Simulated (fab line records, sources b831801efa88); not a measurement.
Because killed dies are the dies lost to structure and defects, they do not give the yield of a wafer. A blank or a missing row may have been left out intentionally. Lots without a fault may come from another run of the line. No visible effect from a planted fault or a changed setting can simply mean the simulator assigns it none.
Which of the tools did it? + flow gf180mcu + route of 602 steps, sampled at 1 step: 12 lots, 36 wafers

## WHAT EACH GAUGE READ, for each wafer
GF_V3_THK_MEAS_01.
| lot  | measured     | on            | V3_CVD_00_THK (nm) |
|------|--------------|---------------|--------------------|
| L452 | day 21 04:52 | film metro-01 | 595 600 600        |
| L453 | day 21 15:09 | film metro-01 | 600 608 601        |
| L454 | day 22 01:30 | film metro-04 | 605 587 599        |
| L457 | day 23 06:31 | film metro-02 | 604 586 595        |
| L458 | day 23 12:05 | film metro-04 | 609 596 600        |
| L459 | day 23 21:55 | film metro-01 | 613 590 600        |
| L460 | day 24 13:48 | film metro-02 | 585 588 603        |
| L461 | day 24 17:14 | film metro-01 | 591 591 602        |
| L462 | day 25 02:10 | film metro-01 | 602 596 592        |
| L463 | day 25 13:17 | film metro-02 | 589 590 592        |
| L472 | day 28 02:26 | film metro-02 | 606 614 609        |
| L473 | day 28 03:28 | film metro-02 | 605 610 610        |

## TOOL THAT RAN EACH LOT (tool first, then ch and the chambers of the sampled wafers, then the start)
Before these readings, the record contains no process step.

## AS READ BY THE TOOLS THEMSELVES (means over the sampled wafers that have a number; for cases with no such wafer, the mark the record gives instead)
The record holds no such reading with a usual standard deviation.

## THE ANSWER, worked out from the rows above alone
Rule: usual is defined by the lots themselves. Put in order of their means at a reading, lots are off if they are a third of the lots or fewer, leave a main group of 4 or more, and stand apart from it by a gap of 3 or more times the standard deviation of the main group's means; of several such gaps the widest counts. The tables above print the reading to a certain number of digits; a main group whose means all agree to those digits is not used. Also off: a lot with no number at a reading for which 4 or more lots have one. The other lots that the step has rows for count as sound. First the gauges in route order, then the tools' own readings, where a lot's mean is used as printed above. The first step at which some lot is off is used, and at that step the reading that is off furthest; a lot without a number counts as furthest.
No lot is off on any of the readings shown, so nothing can be concluded from this.

## WHAT WAS PUT IN BY THE SIMULATOR
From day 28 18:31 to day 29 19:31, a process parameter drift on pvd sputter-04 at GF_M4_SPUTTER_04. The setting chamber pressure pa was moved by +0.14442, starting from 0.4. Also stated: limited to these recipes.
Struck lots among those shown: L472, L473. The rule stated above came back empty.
